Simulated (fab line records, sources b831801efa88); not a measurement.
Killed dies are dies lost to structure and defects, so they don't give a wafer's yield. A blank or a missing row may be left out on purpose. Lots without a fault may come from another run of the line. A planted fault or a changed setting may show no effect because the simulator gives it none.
Which tool did it? | flow gf180mcu | 7 lots, 19 wafers sampled, at 2 steps of a route of 602

WHAT THE GAUGES READ, wafer by wafer
GF_PSD_RS_MEAS_14: measures by four-point-probe.
lot  | measured     | on            | NSD_RS (ohm/sq)
L296 | day 14 19:44 | film_metro-04 | 46.18 46.21 46.11
L298 | day 15 01:41 | film_metro-03 | 46.16 46.22 46.14
L300 | day 15 12:28 | film_metro-01 | 46.00 45.94 45.95
L304 | day 16 17:52 | film_metro-03 | 46.33 46.21 46.23
L307 | day 17 22:05 | film_metro-03 | 46.28 46.24 46.26
L309 | day 18 23:41 | film_metro-03 | 49.33 49.31
L312 | day 20 01:44 | film_metro-04 | 46.19 49.35

WHICH TOOL RAN EACH LOT (tool, then ch and the chambers of the sampled wafers, then the start)
lot  | GF_PSD_RTA_13
L296 | rtp_anneal-02 ch 0, day 14 19:37
L298 | rtp_anneal-01 ch 0, day 15 01:36
L300 | rtp_anneal-01 ch 0, day 15 12:23
L304 | rtp_anneal-02 ch 0, day 16 17:47
L307 | rtp_anneal-02 ch 0, day 17 22:00
L309 | rtp_anneal-01 ch 0, day 18 23:35
L312 | rtp_anneal-01 ch 0, day 20 01:39
- GF_PSD_RTA_13: time 20 s.

THE ANSWER, worked out from the rows above alone
Rule: what is usual is taken from the lots themselves. Put in order of their means at a reading, lots are off if they are a third of the lots or fewer, leave a main group of 4 or more, and stand apart from it by a gap of 3 or more times the standard deviation of the main group's means; of several such gaps the widest counts. A main group whose means are all the same, to the digits that the tables above print for the reading, isn't used. A lot without any number at a reading at which 4 lots or more have one is off too. The other lots that the step has rows for count as sound.
Off: L309, L312, at GF_PSD_RS_MEAS_14 (NSD_RS). The main group: mean 46.16 ohm/sq, standard deviation 0.11.
A tool fits if, at a process step before that reading, it ran every lot that is off, and no sound lot after the first of them. The gauges at GF_PSD_RS_MEAS_14 are tried like those tools. One fits: rtp_anneal-01 at GF_PSD_RTA_13. Its last sound lot is L300 (day 15 12:23), its first lot that is off L309 (day 18 23:35): a fault that began between those two fits.

WHAT THE SIMULATOR HAD PUT IN
Process parameter drift: rtp_anneal-01, from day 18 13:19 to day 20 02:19, at GF_PSD_RTA_13. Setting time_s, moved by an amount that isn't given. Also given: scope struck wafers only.
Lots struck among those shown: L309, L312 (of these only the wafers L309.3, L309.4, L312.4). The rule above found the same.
